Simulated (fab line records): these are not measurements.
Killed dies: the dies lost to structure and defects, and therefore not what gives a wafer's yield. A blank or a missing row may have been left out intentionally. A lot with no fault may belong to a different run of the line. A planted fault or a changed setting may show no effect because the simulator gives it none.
Which tool did it? || flow gf180mcu || 7 lots with 21 wafers sampled at 2 steps, on a route of 602 steps

## WHAT THE GAUGES READ, wafer by wafer
GF_NSD_OVL_MEAS_08.
{"lot": "L532", "measured": "day 13 20:44", "on": "overlay-01", "NSD_OVL (nm)": "1.4 2.9 1.4"}
{"lot": "L534", "measured": "day 14 13:49", "on": "overlay-02", "NSD_OVL (nm)": "1.2 0.4 -0.6"}
{"lot": "L536", "measured": "day 15 03:07", "on": "overlay-01", "NSD_OVL (nm)": "1.3 1.8 2.3"}
{"lot": "L539", "measured": "day 16 03:22", "on": "overlay-01", "NSD_OVL (nm)": "2.4 3.3 2.4"}
{"lot": "L540", "measured": "day 16 11:38", "on": "overlay-01", "NSD_OVL (nm)": "-0.6 -1.5 -2.5"}
{"lot": "L546", "measured": "day 18 12:52", "on": "overlay-02", "NSD_OVL (nm)": "-79.0 -78.9 -78.7 -77.8 -77.6 -78.1"}
{"lot": "L552", "measured": "day 20 10:55", "on": "overlay-02", "NSD_OVL (nm)": "-0.2 -1.9 -0.5"}

## EACH LOT AND THE TOOL THAT RAN IT (in order: tool; ch and the chambers of the sampled wafers; start)
{"lot": "L532", "GF_NSD_EXPOSE_04": "iline stepper-01 ch 0, day 13 10:14"}
{"lot": "L534", "GF_NSD_EXPOSE_04": "iline stepper-02 ch 0, day 14 03:56"}
{"lot": "L536", "GF_NSD_EXPOSE_04": "iline stepper-01 ch 0, day 14 16:49"}
{"lot": "L539", "GF_NSD_EXPOSE_04": "iline stepper-01 ch 0, day 15 16:28"}
{"lot": "L540", "GF_NSD_EXPOSE_04": "iline stepper-02 ch 0, day 16 00:41"}
{"lot": "L546", "GF_NSD_EXPOSE_04": "iline stepper-02 ch 0, day 18 01:02"}
{"lot": "L552", "GF_NSD_EXPOSE_04": "iline stepper-01 ch 0, day 19 23:16"}
- GF_NSD_EXPOSE_04: exposes mask Nplus, target cd 400 nm.

## THE ANSWER, worked out from the rows above alone
Rule: the usual values come from the lots themselves. Put in order of their means at a reading, lots are off if they are a third of the lots or fewer, leave a main group of 4 or more, and stand apart from it by a gap of 3 or more times the standard deviation of the main group's means; of several such gaps the widest counts. A main group whose means are all the same, to the digits that the tables above print for the reading, isn't used. A lot without any number at a reading at which 4 lots or more have one is off too. All remaining lots with rows at the step are treated as sound.
Off: at GF_NSD_OVL_MEAS_08 (NSD_OVL), L546. For the main group the mean is 0.7 nm and the standard deviation 1.5.
A tool fits if, at a process step before that reading, it ran every lot that is off, and no sound lot after the first of them. Those tools and the gauges at GF_NSD_OVL_MEAS_08 are tried in the same way. One fits: iline stepper-02 at GF_NSD_EXPOSE_04. Its last sound lot is L540 (day 16 00:41), its first lot that is off L546 (day 18 01:02): a fault that began between those two fits.

## WHAT THE SIMULATOR PUT IN
Scanner matching overlay: iline stepper-02, from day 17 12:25 on, at GF_NSD_EXPOSE_04. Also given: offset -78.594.
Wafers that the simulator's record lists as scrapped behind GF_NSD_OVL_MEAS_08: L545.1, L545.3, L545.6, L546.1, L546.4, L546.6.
Shown lots that were struck: L546. This agrees with what the rule above found.
